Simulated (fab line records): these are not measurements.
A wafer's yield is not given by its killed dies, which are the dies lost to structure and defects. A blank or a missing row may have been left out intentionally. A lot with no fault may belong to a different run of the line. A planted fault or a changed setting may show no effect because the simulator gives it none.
What tool caused it? | flow sky130 | 6 lots, 18 wafers sampled, at 2 steps of a route of 708

## WHAT EACH GAUGE READ, for each wafer
SKY_VIA4_BOW_MEAS_03.
lot  | measured     | on            | VIA4_BOW (um)
L736 | day 42 20:28 | film_metro-03 | 87 65 61
L738 | day 43 22:45 | film_metro-03 | 72 72 69
L740 | day 44 01:01 | film_metro-04 | 62 70 64
L743 | day 45 00:52 | film_metro-03 | 82 80 78
L747 | day 45 17:52 | film_metro-03 | 65 81 76
L749 | day 46 18:49 | film_metro-02 | 87 79 86

## TOOL THAT RAN EACH LOT (tool first, then ch and the chambers of the sampled wafers, then the start)
lot  | SKY_METAL3_STRIP_20
L736 | wet_bench-03 ch 1, day 39 15:29
L738 | wet_bench-01 ch 2, day 40 18:16
L740 | wet_bench-01 ch 3, day 40 21:21
L743 | wet_bench-02 ch 0, day 41 22:52
L747 | wet_bench-03 ch 3, day 42 17:52
L749 | wet_bench-02 ch 0, day 43 17:35
- SKY_METAL3_STRIP_20: strips in post etch residue remover, time 1200 s.

## THE ANSWER, worked out from the rows above alone
Rule: the lots themselves supply what counts as usual. The widest of any qualifying gaps counts: lots, ordered by their means at a reading, are off when they make up no more than a third of the lots, leave a main group of 4 or more, and stand apart from it by 3 or more times the standard deviation of that group's means. A main group whose means are all the same, to the digits that the tables above print for the reading, isn't used. A lot without any number at a reading at which 4 lots or more have one is off too. Where the step has rows for the other lots, those lots are counted as sound.
None of the lots is off at any reading shown; this tells nothing.

## WHAT WAS PUT IN BY THE SIMULATOR
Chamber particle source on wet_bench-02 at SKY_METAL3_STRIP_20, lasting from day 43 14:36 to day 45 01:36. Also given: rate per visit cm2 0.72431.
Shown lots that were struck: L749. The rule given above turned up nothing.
